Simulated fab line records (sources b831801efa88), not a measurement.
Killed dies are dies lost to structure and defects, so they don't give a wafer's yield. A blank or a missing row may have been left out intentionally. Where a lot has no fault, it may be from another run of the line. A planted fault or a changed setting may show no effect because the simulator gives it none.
Problem report, 8D (eight disciplines) form, completed by code -- flow sky130 -- the parts of the form that need people (team, actions taken, sign-off) are left out

== 1. THE ISSUE ==
cd-nm at SKY_LDD_P_CD_MEAS_07 reads a mean of 307.3 nm on 6 wafers of 2 lots; wafers without a fault read 379.7 nm with a standard deviation of 2.3. Relative to the usual mean, that is a shift of -31 standard deviations.
The step: target cd 380 nm.
First seen on wafer L173.1, day 22 05:21, on cd-sem-02. The record has a number at this step for 36 wafers belonging to 12 lots. Rule for "out", or "out of limits": more than 4 standard deviations from the usual mean. The other wafers with a number count as sound.

== 2. WHAT IT IS, WHAT IT ISN'T ==
question,is,is not
which readings at this step,cd-nm,-
which lots,"L173, L176","L166, L168, L170, L172, L175, L177, L182, L183, L184, L187"
which wafers of those lots,all that have a number,-
read on which gauges,"cd-sem-01, cd-sem-02",-
when,from day 22 05:21,"up to then (12 sound wafers); but 18 sound wafers of L175, L177, L182, L183, L184, L187 came after"

== 3. WHAT RULES OUT EACH SUSPECT ==
Counting: a tool stays on the suspect list if, at a process step up to the reading, it processed all lots that are out and no sound lot following the first of them.
- the gauge at SKY_LDD_P_CD_MEAS_07: ruled out. 2 gauges (cd-sem-01, cd-sem-02) read the wafers that are out.
- litho-track-04 at SKY_LDD_P_DEVELOP_06 (develop time 60 s): ruled out as a lasting fault. Following L173 (day 22 05:12), the first lot on it that is out, the sound lots L183, L187 were run on it.
Left after counting: nothing in the record.

== 4. THE CAUSE (what the simulator had put in) ==
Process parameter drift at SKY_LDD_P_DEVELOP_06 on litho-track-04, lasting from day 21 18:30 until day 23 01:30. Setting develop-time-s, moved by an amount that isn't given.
It was ruled out by counting, in error; the rule expects a fault to strike all lots run on its tool from its start on, and this fault did not.

== 5. THE EFFECT CHAIN, in route order ==
One row per reading whose mean, taken over the struck wafers that have a number, lies over 3 standard deviations from the usual. Only readings for which the record gives a usual standard deviation are gone through. hours: the time from each lot's start at the first step in this table that gives one to its start at this step, as a median over the lots. sigmas: the change in usual standard deviations.
hours,step,reading,usual,on struck wafers,change,sigmas
0,SKY_LDD_P_CD_MEAS_07,cd-nm,379.7 nm,307.3,-72.4,-31

== 6. HOW IT WOULD HAVE BEEN CAUGHT EARLIER ==
The first out-of-limits reading at a measuring or inspecting step in this record came at day 22 05:21, 11 hours after the fault's start at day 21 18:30.
An alarm limit of 4 standard deviations would not have fired on the tool readings at SKY_LDD_P_DEVELOP_06 for which the record gives a usual standard deviation, since none of them was out on any struck wafer.
